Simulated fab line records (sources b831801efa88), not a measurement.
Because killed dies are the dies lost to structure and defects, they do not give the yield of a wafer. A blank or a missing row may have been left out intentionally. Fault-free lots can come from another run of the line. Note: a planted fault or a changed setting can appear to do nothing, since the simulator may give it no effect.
Which tool is to blame? :: flow sky130 :: 11 lots with 33 wafers sampled at 5 steps, on a route of 708 steps

## WHAT EACH GAUGE READ, for each wafer
SKY_VT_ADJUST_HVTR_TW_MEAS_11.
lot: L512
measured: day 9 18:50
on: film-metro-03
VT_ADJUST_HVTR_TW: 214.4 214.7 213.7

lot: L514
measured: day 10 09:36
on: film-metro-02
VT_ADJUST_HVTR_TW: 211.6 211.3 212.8

lot: L515
measured: day 10 16:23
on: film-metro-03
VT_ADJUST_HVTR_TW: 213.6 214.9 213.8

lot: L516
measured: day 10 22:38
on: film-metro-03
VT_ADJUST_HVTR_TW: 214.7 214.8 214.6

lot: L517
measured: day 11 11:19
on: film-metro-02
VT_ADJUST_HVTR_TW: 210.6 210.5 210.2

lot: L523
measured: day 13 18:21
on: film-metro-01
VT_ADJUST_HVTR_TW: 114.0 113.6 114.6

lot: L526
measured: day 14 03:58
on: film-metro-02
VT_ADJUST_HVTR_TW: 113.1 112.6 113.7

lot: L527
measured: day 14 11:22
on: film-metro-02
VT_ADJUST_HVTR_TW: 211.1 210.4 211.2

lot: L528
measured: day 14 20:43
on: film-metro-03
VT_ADJUST_HVTR_TW: 214.5 214.1 214.6

lot: L531
measured: day 15 13:41
on: film-metro-01
VT_ADJUST_HVTR_TW: 208.8 207.9 208.2

lot: L534
measured: day 16 23:19
on: film-metro-03
VT_ADJUST_HVTR_TW: 216.1 214.2 214.5

SKY_POLY_GATE_THK_MEAS_04.
lot: L512
measured: day 15 14:13
on: film-metro-04
POLY_GATE_CVD_03_THK (nm): 75.2 75.5 75.1

lot: L514
measured: day 16 11:43
on: film-metro-01
POLY_GATE_CVD_03_THK (nm): 73.5 74.2 73.8

lot: L515
measured: day 16 13:04
on: film-metro-02
POLY_GATE_CVD_03_THK (nm): 75.6 75.6 75.7

lot: L516
measured: day 16 23:23
on: film-metro-01
POLY_GATE_CVD_03_THK (nm): 74.4 74.8 74.6

lot: L517
measured: day 17 18:19
on: film-metro-01
POLY_GATE_CVD_03_THK (nm): 75.0 75.0 74.5

lot: L523
measured: day 20 07:04
on: film-metro-01
POLY_GATE_CVD_03_THK (nm): 74.0 74.1 74.2

lot: L526
measured: day 20 19:38
on: film-metro-02
POLY_GATE_CVD_03_THK (nm): 74.3 73.8 74.0

lot: L527
measured: day 21 04:19
on: film-metro-02
POLY_GATE_CVD_03_THK (nm): 74.1 74.3 73.7

lot: L528
measured: day 21 13:40
on: film-metro-04
POLY_GATE_CVD_03_THK (nm): 75.0 75.4 75.1

lot: L531
measured: day 22 08:20
on: film-metro-02
POLY_GATE_CVD_03_THK (nm): 74.8 74.0 74.9

lot: L534
measured: day 24 08:07
on: film-metro-01
POLY_GATE_CVD_03_THK (nm): 74.9 75.3 74.5

## EACH LOT AND THE TOOL THAT RAN IT (in order: tool; ch and the chambers of the sampled wafers; start)
lot: L512
SKY_FIELD_ISO_ETCH_17: rie-si-01 ch 0,1,2, day 2 10:31
SKY_VT_ADJUST_NCORE_STRIP_10: plasma-asher-01 ch 0,1, day 8 21:10
SKY_VT_ADJUST_HVTR_IMPLANT_09: implanter-02 ch 0, day 9 18:35

lot: L514
SKY_FIELD_ISO_ETCH_17: rie-si-02 ch 0,3, day 2 20:26
SKY_VT_ADJUST_NCORE_STRIP_10: plasma-asher-03 ch 0,1, day 9 10:34
SKY_VT_ADJUST_HVTR_IMPLANT_09: implanter-02 ch 0, day 10 09:22

lot: L515
SKY_FIELD_ISO_ETCH_17: rie-si-02 ch 0,1, day 3 02:02
SKY_VT_ADJUST_NCORE_STRIP_10: plasma-asher-04 ch 0,1, day 9 17:43
SKY_VT_ADJUST_HVTR_IMPLANT_09: implanter-03 ch 0, day 10 16:08

lot: L516
SKY_FIELD_ISO_ETCH_17: rie-si-01 ch 0,2,3, day 3 07:29
SKY_VT_ADJUST_NCORE_STRIP_10: plasma-asher-01 ch 0,1, day 9 22:44
SKY_VT_ADJUST_HVTR_IMPLANT_09: implanter-02 ch 0, day 10 22:23

lot: L517
SKY_FIELD_ISO_ETCH_17: rie-si-01 ch 1,2,3, day 3 13:32
SKY_VT_ADJUST_NCORE_STRIP_10: plasma-asher-03 ch 0,1, day 10 11:57
SKY_VT_ADJUST_HVTR_IMPLANT_09: implanter-02 ch 0, day 11 11:05

lot: L523
SKY_FIELD_ISO_ETCH_17: rie-si-02 ch 1,2, day 4 20:25
SKY_VT_ADJUST_NCORE_STRIP_10: plasma-asher-01 ch 0,1, day 12 16:58
SKY_VT_ADJUST_HVTR_IMPLANT_09: implanter-02 ch 0, day 13 18:07

lot: L526
SKY_FIELD_ISO_ETCH_17: rie-si-01 ch 2,3, day 5 14:50
SKY_VT_ADJUST_NCORE_STRIP_10: plasma-asher-03 ch 0,1, day 13 01:48
SKY_VT_ADJUST_HVTR_IMPLANT_09: implanter-02 ch 0, day 14 03:46

lot: L527
SKY_FIELD_ISO_ETCH_17: rie-si-02 ch 0,1,2, day 5 17:05
SKY_VT_ADJUST_NCORE_STRIP_10: plasma-asher-01 ch 0,1, day 13 08:52
SKY_VT_ADJUST_HVTR_IMPLANT_09: implanter-04 ch 0, day 14 11:07

lot: L528
SKY_FIELD_ISO_ETCH_17: rie-si-02 ch 0,2,3, day 5 23:56
SKY_VT_ADJUST_NCORE_STRIP_10: plasma-asher-03 ch 0,1, day 13 18:32
SKY_VT_ADJUST_HVTR_IMPLANT_09: implanter-04 ch 0, day 14 20:28

lot: L531
SKY_FIELD_ISO_ETCH_17: rie-si-02 ch 0,1,3, day 6 12:23
SKY_VT_ADJUST_NCORE_STRIP_10: plasma-asher-01 ch 0,1, day 14 10:01
SKY_VT_ADJUST_HVTR_IMPLANT_09: implanter-03 ch 0, day 15 13:27

lot: L534
SKY_FIELD_ISO_ETCH_17: rie-si-01 ch 0,1,2, day 7 04:22
SKY_VT_ADJUST_NCORE_STRIP_10: plasma-asher-03 ch 0,1, day 15 18:28
SKY_VT_ADJUST_HVTR_IMPLANT_09: implanter-02 ch 0, day 16 23:04
- SKY_FIELD_ISO_ETCH_17: etches Si in HBr/Cl2/O2, target depth 342 nm, time 97.7 s.
- SKY_VT_ADJUST_NCORE_STRIP_10: strips in O2/N2.
- SKY_VT_ADJUST_HVTR_IMPLANT_09

## WHAT THE TOOLS THEMSELVES READ (means of the sampled wafers that have a number; where no wafer has one, the mark that the record gives instead)
SKY_FIELD_ISO_ETCH_17.
lot: L512
tool: rie-si-01
drypump-motor-current-A (A): 5.1
mfc-cl2-sccm (sccm): 40.04
oes-product-au (a.u.): 0.994
throttle-valve-pct (%): 25.661

lot: L514
tool: rie-si-02
drypump-motor-current-A (A): 5.7
mfc-cl2-sccm (sccm): 39.95
oes-product-au (a.u.): 1.010
throttle-valve-pct (%): 25.660

lot: L515
tool: rie-si-02
drypump-motor-current-A (A): 5.9
mfc-cl2-sccm (sccm): 40.04
oes-product-au (a.u.): 1.008
throttle-valve-pct (%): 25.652

lot: L516
tool: rie-si-01
drypump-motor-current-A (A): 5.6
mfc-cl2-sccm (sccm): 39.90
oes-product-au (a.u.): 0.993
throttle-valve-pct (%): 25.662

lot: L517
tool: rie-si-01
drypump-motor-current-A (A): 5.6
mfc-cl2-sccm (sccm): 39.89
oes-product-au (a.u.): 0.994
throttle-valve-pct (%): 25.660

lot: L523
tool: rie-si-02
drypump-motor-current-A (A): 5.6
mfc-cl2-sccm (sccm): 40.05
oes-product-au (a.u.): 0.996
throttle-valve-pct (%): 25.664

lot: L526
tool: rie-si-01
drypump-motor-current-A (A): 6.0
mfc-cl2-sccm (sccm): 39.93
oes-product-au (a.u.): 0.990
throttle-valve-pct (%): 25.661

lot: L527
tool: rie-si-02
drypump-motor-current-A (A): 5.6
mfc-cl2-sccm (sccm): 39.92
oes-product-au (a.u.): 1.002
throttle-valve-pct (%): 25.660

lot: L528
tool: rie-si-02
drypump-motor-current-A (A): 5.3
mfc-cl2-sccm (sccm): 39.95
oes-product-au (a.u.): 1.004
throttle-valve-pct (%): 25.653

lot: L531
tool: rie-si-02
drypump-motor-current-A (A): 5.7
mfc-cl2-sccm (sccm): 39.81
oes-product-au (a.u.): 1.003
throttle-valve-pct (%): 25.654

lot: L534
tool: rie-si-01
drypump-motor-current-A (A): 5.1
mfc-cl2-sccm (sccm): 39.96
oes-product-au (a.u.): 0.995
throttle-valve-pct (%): 25.661

SKY_VT_ADJUST_NCORE_STRIP_10.
lot: L512
tool: plasma-asher-01
drypump-motor-current-A (A): 5.8
oes-product-au (a.u.): 0.715
strip-time-to-endpoint-s (s): 14.15

lot: L514
tool: plasma-asher-03
drypump-motor-current-A (A): 5.6
oes-product-au (a.u.): 0.717
strip-time-to-endpoint-s (s): 14.16

lot: L515
tool: plasma-asher-04
drypump-motor-current-A (A): 6.1
oes-product-au (a.u.): 0.719
strip-time-to-endpoint-s (s): 14.20

lot: L516
tool: plasma-asher-01
drypump-motor-current-A (A): 5.8
oes-product-au (a.u.): 0.716
strip-time-to-endpoint-s (s): 14.20

lot: L517
tool: plasma-asher-03
drypump-motor-current-A (A): 5.7
oes-product-au (a.u.): 0.711
strip-time-to-endpoint-s (s): 14.21

lot: L523
tool: plasma-asher-01
drypump-motor-current-A (A): 5.5
oes-product-au (a.u.): 0.718
strip-time-to-endpoint-s (s): 14.21

lot: L526
tool: plasma-asher-03
drypump-motor-current-A (A): 5.9
oes-product-au (a.u.): 0.716
strip-time-to-endpoint-s (s): 14.21

lot: L527
tool: plasma-asher-01
drypump-motor-current-A (A): 5.8
oes-product-au (a.u.): 0.714
strip-time-to-endpoint-s (s): 14.19

lot: L528
tool: plasma-asher-03
drypump-motor-current-A (A): 5.9
oes-product-au (a.u.): 0.715
strip-time-to-endpoint-s (s): 14.15

lot: L531
tool: plasma-asher-01
drypump-motor-current-A (A): 5.5
oes-product-au (a.u.): 0.714
strip-time-to-endpoint-s (s): 14.20

lot: L534
tool: plasma-asher-03
drypump-motor-current-A (A): 5.6
oes-product-au (a.u.): 0.715
strip-time-to-endpoint-s (s): 14.22

SKY_VT_ADJUST_HVTR_IMPLANT_09.
lot: L512
tool: implanter-02
beam-on-s (s): 9.82
dose-ions-cm2: 2.1001e+12
faraday-current-uA: 12.07

lot: L514
tool: implanter-02
beam-on-s (s): 10.06
dose-ions-cm2: 2.0981e+12
faraday-current-uA: 11.77

lot: L515
tool: implanter-03
beam-on-s (s): 9.96
dose-ions-cm2: 2.1018e+12
faraday-current-uA: 11.92

lot: L516
tool: implanter-02
beam-on-s (s): 10.21
dose-ions-cm2: 2.0980e+12
faraday-current-uA: 11.62

lot: L517
tool: implanter-02
beam-on-s (s): 9.86
dose-ions-cm2: 2.0993e+12
faraday-current-uA: 12.04

lot: L523
tool: implanter-02
beam-on-s (s): 10.10
dose-ions-cm2: 2.1220e+11
faraday-current-uA: 1.17

lot: L526
tool: implanter-02
beam-on-s (s): 9.77
dose-ions-cm2: 2.1137e+11
faraday-current-uA: 1.21

lot: L527
tool: implanter-04
beam-on-s (s): 10.02
dose-ions-cm2: 2.1011e+12
faraday-current-uA: 11.80

lot: L528
tool: implanter-04
beam-on-s (s): 10.11
dose-ions-cm2: 2.1015e+12
faraday-current-uA: 11.72

lot: L531
tool: implanter-03
beam-on-s (s): 9.98
dose-ions-cm2: 2.1006e+12
faraday-current-uA: 11.89

lot: L534
tool: implanter-02
beam-on-s (s): 9.76
dose-ions-cm2: 2.1002e+12
faraday-current-uA: 12.16

## THE ANSWER, worked out from the rows above alone
Rule: usual is defined by the lots themselves. Put in order of their means at a reading, lots are off if they are a third of the lots or fewer, leave a main group of 4 or more, and stand apart from it by a gap of 3 or more times the standard deviation of the main group's means; of several such gaps the widest counts. A main group whose means are all the same, to the digits that the tables above print for the reading, isn't used. Also off: a lot with no number at a reading for which 4 or more lots have one. Where the step has rows for the other lots, those lots are counted as sound. After the gauges, taken in route order, come the tools' own readings; for these a lot's mean is taken, as printed above. The first step at which some lot is off is used, and at that step the reading that is off furthest; a lot without a number counts as furthest.
Off: L523, L526, seen at SKY_VT_ADJUST_HVTR_TW_MEAS_11 (VT_ADJUST_HVTR_TW). Mean 212.7 and standard deviation 2.2 in the main group.
A tool fits if, at a process step before that reading, it ran every lot that is off, and no sound lot after the first of them. Not tried: the gauges at SKY_VT_ADJUST_HVTR_TW_MEAS_11; whatever is off there is also off at SKY_VT_ADJUST_HVTR_IMPLANT_09, on other tools, and gauge error can't account for it. Not one of the candidates tried fits.

## WHAT WAS PUT IN BY THE SIMULATOR
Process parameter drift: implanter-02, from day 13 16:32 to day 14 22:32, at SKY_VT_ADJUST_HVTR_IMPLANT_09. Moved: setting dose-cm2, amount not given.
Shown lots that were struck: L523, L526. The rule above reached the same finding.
